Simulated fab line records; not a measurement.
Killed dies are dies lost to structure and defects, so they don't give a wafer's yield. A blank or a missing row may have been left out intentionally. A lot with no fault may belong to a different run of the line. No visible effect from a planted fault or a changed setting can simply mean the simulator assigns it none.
Matching of chambers :: flow gf180mcu :: GF_V1_CMP_26 on cmp-01 has 4 sister chambers
The step polishes, stops on SiO2, t overpolish 15 s, target thk 0 nm. 4 wafers are shown with their chamber, then 9 later ones without.

WAFERS, EACH WITH ITS CHAMBER
wafer: L463.1
chamber: 2
motorCurrentA (A): 12.6

wafer: L467.1
chamber: 1
motorCurrentA (A): 10.9

wafer: L467.5
chamber: 0
motorCurrentA (A): 10.1

wafer: L467.6
chamber: 3
motorCurrentA (A): 12.1

WAFERS WHOSE CHAMBER IS MISSING
wafer: L468.2
motorCurrentA (A): 13.2

wafer: L468.4
motorCurrentA (A): 11.8

wafer: L468.5
motorCurrentA (A): 12.3

wafer: L469.1
motorCurrentA (A): 11.5

wafer: L469.2
motorCurrentA (A): 10.4

wafer: L469.6
motorCurrentA (A): 12.2

wafer: L472.3
motorCurrentA (A): 12.4

wafer: L472.4
motorCurrentA (A): 12.0

wafer: L472.6
motorCurrentA (A): 10.6

THE CHAMBER EACH PASSED THROUGH
wafer: L468.2
from the rows above: can't be placed: 2 or 3
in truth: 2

wafer: L468.4
from the rows above: can't be placed: 3 or 2 or 1
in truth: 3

wafer: L468.5
from the rows above: can't be placed: 3 or 2
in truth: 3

wafer: L469.1
from the rows above: can't be placed: 1 or 3 or 2
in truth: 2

wafer: L469.2
from the rows above: can't be placed: 0 or 1
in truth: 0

wafer: L469.6
from the rows above: can't be placed: 3 or 2
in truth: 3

wafer: L472.3
from the rows above: can't be placed: 2 or 3
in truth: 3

wafer: L472.4
from the rows above: can't be placed: 3 or 2
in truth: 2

wafer: L472.6
from the rows above: can't be placed: 1 or 0
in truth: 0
Correctly placed: 0 of 9. Not placeable from these rows: 9 (in 9, the candidates include the true chamber). Wrongly placed: 0.
How it was worked out, from the rows above alone: a wafer's distance from a chamber is the root of the sum, over the readings, of the square of ((its reading less the chamber's mean) divided by the reading's scatter). If the next closest chamber is less than 2 further off than the closest, the wafer can't be placed; otherwise it belongs to the closest. Each chamber's mean is taken over the wafers shown for it. The scatter: root of mean squared gap, hidden wafer to nearest shown wafer, with one shown wafer a chamber.
